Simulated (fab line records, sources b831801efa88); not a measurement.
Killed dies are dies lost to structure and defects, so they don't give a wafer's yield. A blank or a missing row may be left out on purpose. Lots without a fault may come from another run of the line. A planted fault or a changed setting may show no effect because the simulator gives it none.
A struck lot beside a sound one | flow sfq_line | 28 steps out of a route of 325
Sound: wafers L998.4, L998.5, L998.6. Struck: wafers L987.1, L987.5. The cause comes at the end.
At each step with rows: each side's tool, then ch and its chambers, then its first start. Under that, the readings that differ: sound wafers | struck wafers | difference of the means | sigmas: that difference in standard deviations of wafers without a fault.
alike: readings whose means differ by less than 2 such deviations, and words and numbers that are the same on both sides. not compared: withheld readings, readings that some wafer has no value for, bounds like >300 that may hide the same value, and numbers for which the record gives no deviation and whose values overlap.
The two part at a step that has a row with sigmas, a row that says differs or no value, or rows on one side only. Numbers that don't overlap but have no deviation are shown without sigmas and don't part them. A reading that every wafer of one side lacks parts them only if that side has two wafers or more.

first, 6 steps without rows for these wafers: SFQ_TRILAYER_M0_LITHO_COAT_026 (resist thk 62 nm); SFQ_TRILAYER_M0_LITHO_COAT_021 (resist thk 600 nm); SFQ_TRILAYER_M0_LITHO_SOFTBAKE_025; SFQ_TRILAYER_M0_LITHO_EXPOSE_022 (exposes mask M0, target cd 500 nm); SFQ_TRILAYER_M0_LITHO_PEB_024 (peb time 60 s); SFQ_TRILAYER_M0_LITHO_DEVELOP_023 (time 60 s).
SFQ_M0_OVL_MEAS_906:
  sound on overlay-01, day 20 08:37; struck on overlay-01, day 14 15:07
  alike: M0_OVL
SFQ_TRILAYER_M0_BARC_OPEN_METAL_ETCH_031: etches BARC in O2, target depth 125 nm, time 41.7 s.
  sound on rie_metal-02 ch 0,1, day 20 08:38; struck on rie_metal-01 ch 1, day 14 15:09
  alike: drypump_motor_current_A, oes_product_au
  not compared: rf_hours_counter_h
SFQ_TRILAYER_M0_ETCH_METAL_ETCH_024: etches Nb in Cl2/Ar, stops on SiO2, target depth 240 nm, time 120 s.
  sound on rie_metal-02 ch 0,1, day 20 08:44; struck on rie_metal-01 ch 1, day 14 15:13
  alike: drypump_motor_current_A, oes_product_au
  not compared: rf_hours_counter_h
SFQ_TRILAYER_M0_STRIP_STRIP_025: strips in O2.
  sound on rie_metal-02 ch 0,1, day 20 09:01; struck on rie_metal-01 ch 1, day 14 15:20
  alike: drypump_motor_current_A, oes_product_au
  not compared: rf_hours_counter_h
then, 2 steps without rows for these wafers: SFQ_TRILAYER_M0_STRIP_SOLV_CLEAN_026 (cleans in NMP, time 600 s); SFQ_TRILAYER_I0_DEP_PECVD_027 (deposits SiO2 from SiH4/N2O, time 111.11 s, target thk 500 nm).
SFQ_TRILAYER_I0_CMP_CMP_028: polishes SiO2.
  sound on cmp-01 ch 0,1,2, day 20 11:46; struck on cmp-02 ch 0,3, day 14 17:11
  reading                                             | sound             | struck      | difference | sigmas
  model.SiO2_of_TRILAYER_I0_DEP_PECVD_027.thk_nm (nm) | 198.8 201.8 200.5 | 214.1 214.4 | +13.9      |
  alike: motor_current_A, time_to_endpoint_s
SFQ_I0_BOW_MEAS_907:
  sound on film_metro-04, day 20 13:19; struck on film_metro-04, day 14 19:11
  alike: I0_BOW
SFQ_TRILAYER_I0_METRO_MEASURE_029:
  sound on film_metro-04, day 20 13:59; struck on film_metro-04, day 14 19:19
  reading     | sound             | struck      | difference | sigmas
  thk_nm (nm) | 198.7 201.7 200.5 | 214.0 214.6 | +14.0      | +12
then, 6 steps without rows for these wafers: SFQ_TRILAYER_I0_VIA_LITHO_COAT_036 (resist thk 62 nm); SFQ_TRILAYER_I0_VIA_LITHO_COAT_031 (resist thk 650 nm); SFQ_TRILAYER_I0_VIA_LITHO_SOFTBAKE_035; SFQ_TRILAYER_I0_VIA_LITHO_EXPOSE_032 (exposes mask I0, target cd 500 nm); SFQ_TRILAYER_I0_VIA_LITHO_PEB_034 (peb time 60 s); SFQ_TRILAYER_I0_VIA_LITHO_DEVELOP_033 (time 60 s).
-- the record jumps here: 6 days lie between the struck wafers' starts before and after --
SFQ_I0_OVL_MEAS_908:
  sound on overlay-01, day 27 03:14; struck on overlay-01, day 20 19:23
  reading     | sound  | struck  | difference | sigmas
  I0_OVL (nm) | 5 2 -1 | -12 -16 | -16        | -3
SFQ_TRILAYER_I0_VIA_BARC_OPEN_VIA_ETCH_046: etches BARC in O2, target depth 125 nm, time 41.7 s.
  sound on rie_diel-03 ch 1,2,3, day 27 03:16; struck on rie_diel-02 ch 1, day 20 19:25
  alike: drypump_motor_current_A, oes_product_au
  not compared: rf_hours_counter_h
SFQ_TRILAYER_I0_VIA_ETCH_VIA_ETCH_034: etches SiO2 in CHF3, stops on Nb, target depth 260 nm.
  sound on rie_diel-03 ch 1,2,3, day 27 03:18; struck on rie_diel-02 ch 1, day 20 19:28
  reading                        | sound             | struck      | difference | sigmas
  oes_product_au (a.u.)          | 0.848 0.857 0.846 | 0.891 0.889 | +0.040     | +7
  model.I0.feature_depth_nm (nm) | 198.8 201.8 200.5 | 214.1 214.4 | +13.9      |
  model.etch.depth_nm (nm)       | 198.8 201.8 200.5 | 214.1 214.4 | +13.9      |
  alike: drypump_motor_current_A
then, 2 steps without rows for these wafers: SFQ_TRILAYER_I0_VIA_STRIP_STRIP_035 (strips in O2); SFQ_TRILAYER_I0_VIA_STRIP_SOLV_CLEAN_036 (cleans in NMP, time 600 s).
SFQ_TRILAYER_M1_DEP_PRE_CLEAN_038: time 22.5 s.
  sound on pvd_sputter-05, day 27 04:11; struck on pvd_sputter-03, day 20 20:21
  reading                                             | sound           | struck      | difference | sigmas
  model.SiO2_of_TRILAYER_I0_DEP_PECVD_027.thk_nm (nm) | 191.3 194.3 193 | 206.6 206.9 | +13.9      |
SFQ_TRILAYER_M1_DEP_SPUTTER_037: material Nb, target thk 200 nm, time 133.3 s.
  sound on pvd_sputter-05, day 27 04:13; struck on pvd_sputter-03, day 20 20:23
  alike: throttle_valve_pct

WHERE THEY PART
First at SFQ_TRILAYER_I0_METRO_MEASURE_029; last, within this record, at SFQ_TRILAYER_I0_VIA_ETCH_VIA_ETCH_034. Later steps at which nothing parts them and some readings are alike: SFQ_TRILAYER_M1_DEP_SPUTTER_037.

WHY: what the simulator had put in
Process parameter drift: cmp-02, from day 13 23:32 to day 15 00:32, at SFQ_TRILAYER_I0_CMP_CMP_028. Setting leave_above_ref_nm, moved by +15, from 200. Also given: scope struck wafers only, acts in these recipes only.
